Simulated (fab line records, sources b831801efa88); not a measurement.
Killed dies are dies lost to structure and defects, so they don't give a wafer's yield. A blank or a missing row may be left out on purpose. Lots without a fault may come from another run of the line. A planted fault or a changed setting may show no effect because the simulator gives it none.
Split-lot experiment | flow sfq_line | 5 lots, 23 wafers read, on a route of 325 steps

THE SPLIT
At SFQ_TRILAYER_I0_VIA_LITHO_COAT_036 (resist thk 62 nm), the setting resist_thk_nm was moved away from the recipe's 62 nm on 8 of the 23 wafers read, by -3.3% to +5.5%. The other wafers ran this setting at the recipe's value.

The reading is taken at the split's own step.

THE READING
BARC_of_TRILAYER_I0_VIA_LITHO_COAT_036.thk_nm (the simulator's own value, which no gauge read), in nm, at SFQ_TRILAYER_I0_VIA_LITHO_COAT_036 (resist thk 62 nm). The file gives no usual value for it. The 15 wafers here that ran the recipe average 62.08 nm, standard deviation 0.14 nm.

wafer  | tool, chamber at the split | resist_thk_nm as run, nm | against the recipe | BARC_of_TRILAYER_I0_VIA_LITHO_COAT_036.thk_nm, nm | against lot-mates on the recipe
L075.1 | litho_track-01, 0          | 59.93                    | -3.3%              | 60.15                                             | -2.09
L075.3 | litho_track-01, 0          | 62                       | recipe             | 62.33                                             | -
L075.4 | litho_track-01, 0          | 59.93                    | -3.3%              | 60.06                                             | -2.17
L075.5 | litho_track-01, 0          | 59.93                    | -3.3%              | 59.91                                             | -2.33
L075.6 | litho_track-01, 0          | 62                       | recipe             | 62.14                                             | -
L079.1 | litho_track-01, 0          | 62                       | recipe             | 62.18                                             | -
L079.4 | litho_track-01, 0          | 62                       | recipe             | 62.12                                             | -
L079.6 | litho_track-01, 0          | 62                       | recipe             | 61.97                                             | -
L080.1 | litho_track-04, 0          | 62                       | recipe             | 62.08                                             | -
L080.3 | litho_track-04, 0          | 62                       | recipe             | 62.03                                             | -
L080.4 | litho_track-04, 0          | 62                       | recipe             | 61.81                                             | -
L080.5 | litho_track-04, 0          | 62                       | recipe             | 62.01                                             | -
L080.6 | litho_track-04, 0          | 62                       | recipe             | 61.94                                             | -
L081.1 | litho_track-01, 0          | 62                       | recipe             | 62.09                                             | -
L081.2 | litho_track-01, 0          | 62                       | recipe             | 61.94                                             | -
L081.3 | litho_track-01, 0          | 64.19                    | +3.5%              | 64.26                                             | +2.25
L081.4 | litho_track-01, 0          | 64.19                    | +3.5%              | 64.33                                             | +2.31
L081.6 | litho_track-01, 0          | 64.19                    | +3.5%              | 64.2                                              | +2.19
L085.2 | litho_track-04, 0          | 65.4                     | +5.5%              | 65.85                                             | +3.65
L085.3 | litho_track-04, 0          | 62                       | recipe             | 62.13                                             | -
L085.4 | litho_track-04, 0          | 65.4                     | +5.5%              | 65.6                                              | +3.40
L085.5 | litho_track-04, 0          | 62                       | recipe             | 62.1                                              | -
L085.6 | litho_track-04, 0          | 62                       | recipe             | 62.38                                             | -

THE FIT
A straight line over all 23 wafers: BARC_of_TRILAYER_I0_VIA_LITHO_COAT_036.thk_nm changes by +0.636 nm for each +1% of resist_thk_nm; r = +1.00; the points scatter about the line by 0.15 nm.
The same after taking each lot's own level away (the mean of its wafers on the recipe; 23 wafers): +0.645 nm for each +1%; r = +1.00; scatter 0.1 nm.
On that fit, the largest move of resist_thk_nm shifts the reading by 3.5 nm.
The lots' own levels span 61.974 to 62.235 nm, that is 1.8 times the standard deviation above.
So the lot-to-lot level changes the slope little: the two slopes agree.
Check: with one of the wafers moved furthest among these (+5.5%) left out of the fit, the line predicts +3.49 nm for it against its lot-mates. It came out at +3.65 nm against them.

OTHER SPLITS ON THESE WAFERS
These wafers also went through other splits before the reading. Each is held against what the fit with the lots' levels taken away leaves over:
other split on the same wafers                    | wafers away from the commonest value | r with BARC_of_TRILAYER_I0_VIA_LITHO_COAT_036.thk_nm (lot level and that fit taken away)
SFQ_TRILAYER_INCOMING_OXIDATION_002 temp_c        | 10                                   | -0.10
SFQ_TRILAYER_L0_LITHO_COAT_005 spin_rpm           | 7                                    | -0.32
SFQ_TRILAYER_L0_BARC_OPEN_METAL_ETCH_010 icp_w    | 7                                    | +0.19
SFQ_TRILAYER_L0_VIA_BARC_OPEN_VIA_ETCH_021 time_s | 8                                    | -0.18
SFQ_TRILAYER_M0_LITHO_COAT_026 spin_rpm           | 8                                    | -0.37
SFQ_TRILAYER_M0_LITHO_EXPOSE_022 dose_mj          | 7                                    | +0.04

THE FILE'S OWN FIT
BARC_of_TRILAYER_I0_VIA_LITHO_COAT_036.thk_nm changes by +0.644 nm for each +1% of resist_thk_nm, r = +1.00.
